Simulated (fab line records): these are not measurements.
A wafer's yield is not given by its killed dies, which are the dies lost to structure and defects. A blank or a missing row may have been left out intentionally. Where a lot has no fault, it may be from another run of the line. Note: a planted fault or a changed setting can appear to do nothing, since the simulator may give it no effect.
fab line records    flow sky130
record lots=5  wafers=15  lastDay=50
route steps=708 shown POLY_GATE@226
lots with no fault: from the same line, run without faults
startH: start of the lot's first displayed wafer, in hours after the record's first day    waitH: hours elapsed since this lot's preceding step    " as in the row above    L1.1+2: a single row standing in for several wafers    - no value, or no start given    * or withheld: withheld    < > ~ a bound
route shown NAME@n: names a module that has steps shown in the file, with the first one's number in the route    usual: average and standard deviation across the fault-free wafers    same: alike in all rows    chamber/n: place in a boat    sites: per-site readings    _std_site: the values' standard deviation    _edge_site: inner sites' mean taken away from outer sites' mean    radiusMm: how far each site lies from the wafer's centre    mask NAME#n: copy n    behind: the tool/chamber that last shaped the wafer    hold: what put the lot on hold/how long, in hours/how the hold closed    device: whichever transistor did not switch (one of n, p or np)    end of line: tests run on the same wafers once the route is complete    a step with no rows: only its recipe    killed: not the wafer's yield, but the dies lost to structure and defects at the first sort    map: per-die view of a wafer (x killed, . not killed, _ where there is no die)
set.NAME: setting as actually run; set.NAME@STEP: the setting as run at that earlier step    model.NAME: the simulator's own value behind a step, which no gauge read
certain route steps with their lots: each step a table, each wafer a row
services: from which hour (startH, from the record's first day; less than 0 if before it) a tool's chamber was out of use, for how many hours, and why
## steps
# step SKY_POLY_GATE_DEVELOP_12
# recipe developTimeS=60  resist=KrF-thick  devTempC=21
lot.wafer   tool           chamber  startH  waitH
L074.1+2+3  lithoTrack-04  0        -       -
L085.2+3+5  lithoTrack-01  0        -       -
L090.3+4+5  lithoTrack-01  0        -       -
L091.1+3+6  lithoTrack-04  0        -       -
L097.2+3+4  lithoTrack-04  0        -       -
# step SKY_POLY_GATE_CD_MEAS_13
# recipe targetCdNm=150
# usual cdNm=150.1/1.3
lot.wafer  tool      chamber  startH  waitH  cdNm
L074.1     cdSem-01  -        372.96  -      150.1
L074.2     "         -        "       "      150.6
L074.3     "         -        "       "      150.0
L085.2     cdSem-01  -        479.53  -      148.9
L085.3     "         -        "       "      149.3
L085.5     "         -        "       "      149.1
L090.3     cdSem-02  -        503.15  -      150.3
L090.4     "         -        "       "      151.3
L090.5     "         -        "       "      149.7
L091.1     cdSem-02  -        514.86  -      149.6
L091.3     "         -        "       "      150.6
L091.6     "         -        "       "      151.7
L097.2     cdSem-01  -        576.92  -      149.7
L097.3     "         -        "       "      150.3
L097.4     "         -        "       "      150.6
# step SKY_POLY_GATE_OVL_MEAS_14
# usual POLY_GATE_OVL=-1/5.7
lot.wafer  tool        chamber  startH  waitH  POLY_GATE_OVL[nm]
L074.1     overlay-02  -        373.08  0.1    -10
L074.2     "           -        "       "      -7
L074.3     "           -        "       "      -6
L085.2     overlay-02  -        479.64  0.1    -3
L085.3     "           -        "       "      -3
L085.5     "           -        "       "      -2
L090.3     overlay-02  -        503.24  0.1    -1
L090.4     "           -        "       "      0
L090.5     "           -        "       "      1
L091.1     overlay-01  -        514.98  0.1    1
L091.3     "           -        "       "      -1
L091.6     "           -        "       "      2
L097.2     overlay-01  -        577.03  0.1    -6
L097.3     "           -        "       "      -3
L097.4     "           -        "       "      -4
# step SKY_POLY_GATE_ETCH_15
# recipe chemistry=N2/H2  target=BARC  ionEnergyEv=200  sourceW=500  biasW=100  pressureMtorr=30  n2FlowSccm=100  h2FlowSccm=200  stopOn=SiO2  timeS=118.5  targetDepthA=1100
# usual biasW=100.0/0.32  drypumpMotorCurrentA=5.6/0.55  oesProductAu=0.716/0.005  throttleValvePct=13.214/0.01
# same timeS=118.5
lot.wafer  tool        chamber  startH  waitH  biasW  drypumpMotorCurrentA  oesProductAu  rfHoursCounterH  throttleValvePct
L074.1     rieDiel-02  1        373.11  0.0    100.2  5.3                   0.721         0                13.207
L074.2     "           3        "       "      99.8   5.0                   0.721         90               13.218
L074.3     "           2        "       "      100.1  5.6                   0.715         1                13.223
L085.2     rieDiel-02  2        479.67  0.0    100.3  5.6                   0.715         3                13.223
L085.3     "           0        "       "      100.2  5.7                   0.717         3                13.229
L085.5     "           2        "       "      100.2  5.6                   0.710         -                13.230
L090.3     rieDiel-01  2        503.27  0.0    100.3  6.4                   0.719         10               13.217
L090.4     "           0        "       "      100.4  6.4                   0.717         9                13.203
L090.5     "           1        "       "      100.0  5.0                   0.717         -                13.212
L091.1     rieDiel-01  1        515.01  0.0    100.0  5.0                   0.719         80               13.197
L091.3     "           3        "       "      99.6   5.2                   0.714         62               13.216
L091.6     "           0        "       "      100.3  6.4                   0.714         -                13.220
L097.2     rieDiel-04  3        577.06  0.0    99.4   5.6                   0.719         13               13.205
L097.3     "           0        "       "      100.4  4.9                   0.713         13               13.212
L097.4     "           2        "       "      100.1  4.9                   0.718         0                13.211
# step SKY_POLY_GATE_ETCH_16
# recipe stopOn=poly-Si  chemistry=CH3F/O2  target=Si3N4  sourceW=400  biasW=80  pressureMtorr=25  ch3fFlowSccm=40  O2_flow_sccm=30  timeS=147.5  targetDepthA=750
# usual biasW=80.00/0.24  ch3fFlowSccm=39.97/0.11  drypumpMotorCurrentA=5.6/0.56  oesProductAu=0.639/0.0048  throttleValvePct=10.535/0.0086
# same timeS=147.5
lot.wafer  tool        chamber  startH  waitH  biasW  ch3fFlowSccm  drypumpMotorCurrentA  oesProductAu  rfHoursCounterH  throttleValvePct
L074.1     rieDiel-02  1        373.19  0.0    80.36  39.90         5.2                   0.629         0                10.527
L074.2     "           3        "       "      79.62  40.18         5.0                   0.640         90               10.528
L074.3     "           2        "       "      80.23  39.94         5.6                   0.632         1                10.559
L085.2     rieDiel-02  2        479.75  0.0    80.37  39.91         5.6                   0.639         3                10.540
L085.3     "           0        "       "      79.98  40.05         5.8                   0.642         3                10.538
L085.5     "           2        "       "      80.34  39.90         5.6                   0.644         -                10.542
L090.3     rieDiel-01  2        503.35  0.0    80.02  39.96         6.4                   0.629         11               10.528
L090.4     "           0        "       "      79.88  40.04         6.4                   0.645         9                10.526
L090.5     "           1        "       "      79.83  40.08         5.0                   0.638         -                10.534
L091.1     rieDiel-01  1        515.09  0.0    79.99  40.08         5.0                   0.644         80               10.537
L091.3     "           3        "       "      79.78  39.89         5.2                   0.637         62               10.522
L091.6     "           0        "       "      80.50  40.05         6.5                   0.647         -                10.542
L097.2     rieDiel-04  3        577.14  0.0    79.98  39.85         5.6                   0.638         13               10.541
L097.3     "           0        "       "      79.88  39.82         4.9                   0.644         13               10.535
L097.4     "           2        "       "      80.28  40.00         4.9                   0.641         0                10.545
# step SKY_POLY_GATE_ETCH_17
# recipe targetDepthNm=180  stopOn=SiO2  overEtchFrac=0.56667  chemistry=HBr/Cl2  target=poly-Si  icpW=400  biasW=100  pressureMtorr=10  HBr_flow_sccm=150  Cl2_flow_sccm=50  timeS=70.5
# usual biasW=100.00/0.29  drypumpMotorCurrentA=5.8/0.61  mfcCl2Sccm=49.98/0.14  oesProductAu=0.986/0.008  throttleValvePct=33.684/0.0095
# same timeS=70.5
lot.wafer  tool      chamber  startH  waitH  biasW   drypumpMotorCurrentA  mfcCl2Sccm  oesProductAu  rfHoursCounterH  throttleValvePct
L074.1     rieSi-02  3        373.29  0.0    99.98   5.0                   50.00       0.991         25               33.677
L074.2     "         2        "       "      100.24  6.3                   49.88       0.999         2                33.693
L074.3     "         0        "       "      100.37  5.8                   50.15       0.978         65               33.701
L085.2     rieSi-01  2        479.85  0.0    99.51   5.6                   50.03       0.991         28               33.689
L085.3     "         0        "       "      100.13  5.8                   49.98       0.992         6                33.687
L085.5     "         1        "       "      100.24  6.6                   50.01       0.980         -                33.701
L090.3     rieSi-01  2        503.45  0.0    100.24  5.5                   50.18       0.989         28               33.680
L090.4     "         1        "       "      99.95   6.6                   50.23       0.992         4                33.693
L090.5     "         0        "       "      99.67   5.8                   49.76       0.988         -                33.688
L091.1     rieSi-02  0        515.19  0.0    100.07  5.8                   49.83       0.986         0                33.677
L091.3     "         3        "       "      99.58   5.0                   49.92       0.988         26               33.685
L091.6     "         2        "       "      100.35  6.3                   50.15       0.998         -                33.684
L097.2     rieSi-02  3        577.24  0.0    100.15  5.0                   50.02       0.991         26               33.662
L097.3     "         2        "       "      99.77   6.3                   50.21       0.988         3                33.666
L097.4     "         1        "       "      99.92   6.5                   49.86       0.982         37               33.685
# step SKY_POLY_GATE_STRIP_18
# recipe chemistry=O2/N2  powerW=1400  pressureMtorr=1500  platenTempC=withheld  o2FlowSccm=3000  n2FlowSccm=300  overashFraction=0.5
# usual drypumpMotorCurrentA=5.9/0.33  oesProductAu=0.360/0.0054  stripTimeToEndpointS=3.15/0.049
lot.wafer  tool            chamber  startH  waitH  drypumpMotorCurrentA  oesProductAu  rfHoursCounterH  stripTimeToEndpointS
L074.1     plasmaAsher-03  1        373.35  0.0    5.7                   0.351         51               3.14
L074.2     "               0        "       "      6.3                   0.356         51               3.12
L074.3     "               1        "       "      5.8                   0.358         -                3.13
L085.2     plasmaAsher-01  1        479.91  0.0    6.2                   0.363         2                3.12
L085.3     "               1        "       "      6.2                   0.360         -                3.16
L085.5     "               1        "       "      6.3                   0.365         -                3.13
L090.3     plasmaAsher-03  1        503.54  0.1    5.7                   0.357         -                3.13
L090.4     "               0        "       "      6.3                   0.366         -                3.18
L090.5     "               0        "       "      6.3                   0.362         -                3.14
L091.1     plasmaAsher-03  0        515.25  0.0    6.3                   0.359         67               3.12
L091.3     "               1        "       "      5.7                   0.357         -                3.09
L091.6     "               1        "       "      5.7                   0.363         -                3.15
L097.2     plasmaAsher-02  1        577.30  0.0    5.6                   0.360         90               3.17
L097.3     "               1        "       "      5.6                   0.353         -                3.23
L097.4     "               0        "       "      5.9                   0.364         -                3.23
# step SKY_POLY_GATE_CLEAN_19
# recipe chemistry=SC1/SC2  mix=1:4:20  tempC=70  timeS=150  dry=n2Spin
# same timeS=150
lot.wafer   tool         chamber  startH  waitH
L074.1+2+3  wetBench-03  1        373.45  0.1
L085.2+3+5  wetBench-02  0        480.01  0.1
L090.3+4+5  wetBench-03  1        503.61  0.0
L091.1+3+6  wetBench-01  2        515.35  0.1
L097.2+3+4  wetBench-03  2        577.40  0.1
# step SKY_POLY_GATE_OXIDATION_20
# recipe tempC=850  ambient=O2  stabiliseS=600  purgeS=300  targetThkA=40  oxTimeS=899
# usual zonePowerLowerPct=17.8/1.3
lot.wafer  tool        chamber  startH  waitH  zonePowerLowerPct
L074.1     furnace-01  0        374.22  0.7    16.3
L074.2     "           0        "       "      16.4
L074.3     "           0        "       "      16.1
L085.2     furnace-01  0        481.70  1.6    16.2
L085.3     "           0        "       "      16.2
L085.5     "           0        "       "      16.1
L090.3     furnace-02  0        503.66  0.0    19.0
L090.4     "           0        "       "      19.2
L090.5     "           0        "       "      19.0
L091.1     furnace-02  0        517.68  2.3    18.7
L091.3     "           0        "       "      18.8
L091.6     "           0        "       "      19.0
L097.2     furnace-01  0        577.45  0.0    16.5
L097.3     "           0        "       "      16.0
L097.4     "           0        "       "      16.2
## services
tool        chamber  startH  hours  kind
rieDiel-01  0        349.08  8.1    repair
rieSi-01    -        351.43  2.8    pm
rieSi-02    -        354.72  14.6   pm
rieDiel-01  3        366.81  2.0    repair
rieSi-01    -        369.32  14.6   pm
rieDiel-04  -        372.53  2.8    pm
rieSi-02    2        377.68  5.7    repair
rieDiel-02  1        384.63  5.1    repair
rieDiel-04  0        386.01  11.7   repair
rieSi-01    0        386.16  19.8   repair
rieSi-02    3        388.03  4.2    repair
rieSi-01    1        397.17  2.5    repair
rieSi-01    1        430.61  1.4    repair
rieDiel-01  -        430.84  1.1    repair
rieDiel-04  -        430.99  0.2    repair
rieDiel-04  2        435.99  21.6   repair
rieDiel-02  1        456.59  7.7    repair
rieDiel-02  2        457.27  1.7    repair
rieDiel-01  -        475.73  2.6    repair
furnace-01  -        487.18  2.4    pm
furnace-01  -        496.85  28.2   pm
rieDiel-01  3        519.91  4.6    repair
furnace-01  -        528.92  2.6    pm
rieDiel-02  3        539.51  1.3    repair
## key
fault none
